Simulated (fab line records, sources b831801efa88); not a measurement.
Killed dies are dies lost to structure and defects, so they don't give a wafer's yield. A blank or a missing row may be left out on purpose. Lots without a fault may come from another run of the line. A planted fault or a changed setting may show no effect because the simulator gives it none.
Problem report in the 8D (eight disciplines) form, filled by code | flow sky130 | the parts of the form that need people (team, actions taken, sign-off) are left out

1. THE PROBLEM
LOCAL_INTERCONNECT_TIN_RS at SKY_LOCAL_INTERCONNECT_RS_MEAS_01 reads a mean of 12.78 ohm/sq on 1 wafer of 1 lot; wafers without a fault read 14.15 ohm/sq with a standard deviation of 0.15. That is -9.1 standard deviations from the usual mean.
The step: measures by four-point-probe.
First seen on wafer L545.4, day 31 19:31, on film_metro-03. The record holds 30 wafers of 10 lots with a number at this step. Rule for "out", or "out of limits": more than 4 standard deviations from the usual mean. The other wafers with a number count as sound.

2. WHAT IT IS AND WHAT IT IS NOT
question                    | is                        | is not
which readings at this step | LOCAL_INTERCONNECT_TIN_RS | -
which lots                  | L545                      | L537, L538, L550, L553, L554, L556, L557, L559, L560
which wafers of those lots  | L545.4                    | L545.1, L545.5
read on which gauges        | film_metro-03             | film_metro-01, film_metro-02
when                        | from day 31 19:31         | up to then (8 sound wafers); but 21 sound wafers of L550, L553, L554, L556, L557, L559, L560 came after

3. SUSPECTS, AND WHAT RULES EACH OUT
Counting: a tool at a process step up to the reading stays a suspect if it ran every lot that is out. Sound lots after the first of them don't rule it out here, since some wafers of a struck lot are sound.
- the gauge at SKY_LOCAL_INTERCONNECT_RS_MEAS_01: ruled out. All the wafers that are out were read on film_metro-03, but those of them that SKY_LOCAL_INTERCONNECT_METAL_ETCH_14 has rows for are out there too, on other tools.
- rie_diel-04 at SKY_POLY_CUT_ETCH_10 (etches BARC in N2/H2, stops on SiO2, time 45.9 s, target depth 60 nm): kept. It ran the lot that is out, L545 (day 27 00:02).
- plasma_asher-02 at SKY_SD_N_STRIP_11 (strips in O2/N2): kept. It ran the lot that is out, L545 (day 30 13:31); its last sound lot up to then is L538 (day 28 04:37).
- pvd_sputter-03 at SKY_LOCAL_INTERCONNECT_SPUTTER_00 (material TiN, target thk 100 nm, time 83.3 s): kept. It ran the lot that is out, L545 (day 31 19:27); its last sound lot up to then is L538 (day 29 11:28).
- Within rie_diel-04 at SKY_POLY_CUT_ETCH_10: the wafers that are out ran in chamber 3; their sound lot-mates ran in chambers 0, 2.
Left after counting: rie_diel-04 at SKY_POLY_CUT_ETCH_10, plasma_asher-02 at SKY_SD_N_STRIP_11, pvd_sputter-03 at SKY_LOCAL_INTERCONNECT_SPUTTER_00.

4. THE CAUSE (what the simulator had put in)
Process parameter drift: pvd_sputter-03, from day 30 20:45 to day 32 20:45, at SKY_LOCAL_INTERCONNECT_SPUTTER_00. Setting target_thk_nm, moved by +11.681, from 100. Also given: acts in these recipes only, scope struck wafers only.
Counting left 3 suspects, and this tool is among them.

5. THE CHAIN OF EFFECTS, in route order
Each row: a reading whose mean over the struck wafers that have a number lies more than 3 standard deviations from the usual. Only readings for which the record gives a usual standard deviation are gone through. hours: the time from each lot's start at the first step in this table that gives one to its start at this step, as a median over the lots. sigmas: the change in usual standard deviations.
hours | step                                 | reading                    | usual        | on struck wafers | change | sigmas
0     | SKY_LOCAL_INTERCONNECT_RS_MEAS_01    | LOCAL_INTERCONNECT_TIN_RS  | 14.15 ohm/sq | 12.78            | -1.37  | -9.1
0     | SKY_LOCAL_INTERCONNECT_THK_MEAS_02   | LOCAL_INTERCONNECT_TIN_THK | 101.6 nm     | 112.3            | +10.7  | +9.7
27    | SKY_LOCAL_INTERCONNECT_METAL_ETCH_14 | oes_product_au             | 0.940 a.u.   | 0.982            | +0.042 | +5.7
The process steps in it:
- SKY_LOCAL_INTERCONNECT_METAL_ETCH_14: etches TiN in Cl2/BCl3, stops on PSG, target depth 110 nm, time 31.4 s.

6. WHAT WOULD HAVE CAUGHT IT SOONER
In this record the first reading out of limits at a measuring or inspecting step was taken at day 31 19:31, 23 hours after the fault began at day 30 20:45.
Of the tool readings at SKY_LOCAL_INTERCONNECT_SPUTTER_00 for which the record gives a usual standard deviation, none was out on any struck wafer, so an alarm limit of 4 standard deviations on them would not have fired.
All the lots that are out (1) had begun SKY_LOCAL_INTERCONNECT_SPUTTER_00 on pvd_sputter-03 by day 31 19:31. A hold on the tool at that time would have spared none of them.
